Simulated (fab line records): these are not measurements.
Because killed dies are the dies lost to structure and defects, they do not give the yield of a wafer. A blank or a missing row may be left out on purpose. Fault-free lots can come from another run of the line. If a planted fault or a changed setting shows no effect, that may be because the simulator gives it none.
Matching of chambers / flow sky130 / cmp-01 running SKY_VIA2_CMP_24: 4 sister chambers
The step polishes, stops on SiO2, t overpolish 20 s, target thk 0 nm. 4 wafers are shown with their chamber, then 12 later ones without.

== WAFERS PAIRED WITH THEIR CHAMBERS ==
wafer=L082.1; chamber=0; motor current A (A)=10.9
wafer=L089.1; chamber=1; motor current A (A)=13.1
wafer=L089.2; chamber=2; motor current A (A)=12.8
wafer=L089.4; chamber=3; motor current A (A)=8.6

== WAFERS WHOSE CHAMBER IS MISSING ==
wafer=L092.2; motor current A (A)=13.3
wafer=L092.3; motor current A (A)=9.2
wafer=L092.6; motor current A (A)=12.4
wafer=L091.3; motor current A (A)=12.8
wafer=L091.4; motor current A (A)=12.4
wafer=L091.6; motor current A (A)=8.6
wafer=L093.1; motor current A (A)=8.7
wafer=L093.2; motor current A (A)=11.4
wafer=L093.5; motor current A (A)=11.1
wafer=L096.1; motor current A (A)=12.1
wafer=L096.3; motor current A (A)=10.5
wafer=L096.4; motor current A (A)=8.4

== CHAMBER TAKEN BY EACH ==
wafer=L092.2; from the rows above=can't be placed: 1 or 2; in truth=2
wafer=L092.3; from the rows above=3; in truth=3
wafer=L092.6; from the rows above=can't be placed: 2 or 1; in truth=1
wafer=L091.3; from the rows above=can't be placed: 2 or 1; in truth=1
wafer=L091.4; from the rows above=can't be placed: 2 or 1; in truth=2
wafer=L091.6; from the rows above=3; in truth=3
wafer=L093.1; from the rows above=3; in truth=3
wafer=L093.2; from the rows above=0; in truth=0
wafer=L093.5; from the rows above=0; in truth=0
wafer=L096.1; from the rows above=can't be placed: 2 or 1 or 0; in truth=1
wafer=L096.3; from the rows above=0; in truth=0
wafer=L096.4; from the rows above=3; in truth=3
7 of 12 placed correctly. Cannot be placed on the basis of these rows: 5; the candidates contain the true chamber in 5. Number placed wrongly: 0.
How it was worked out, from the rows above alone: a wafer's distance from a chamber is the root of the sum, over the readings, of the square of ((its reading less the chamber's mean) divided by the reading's scatter). The wafer belongs to the nearest chamber; if the next one is less than 2 further off, it can't be placed. A chamber's mean is the mean of its shown wafers. The scatter (one wafer shown for each chamber): square how far every hidden wafer sits from the nearest shown wafer, average those squares and take the square root.
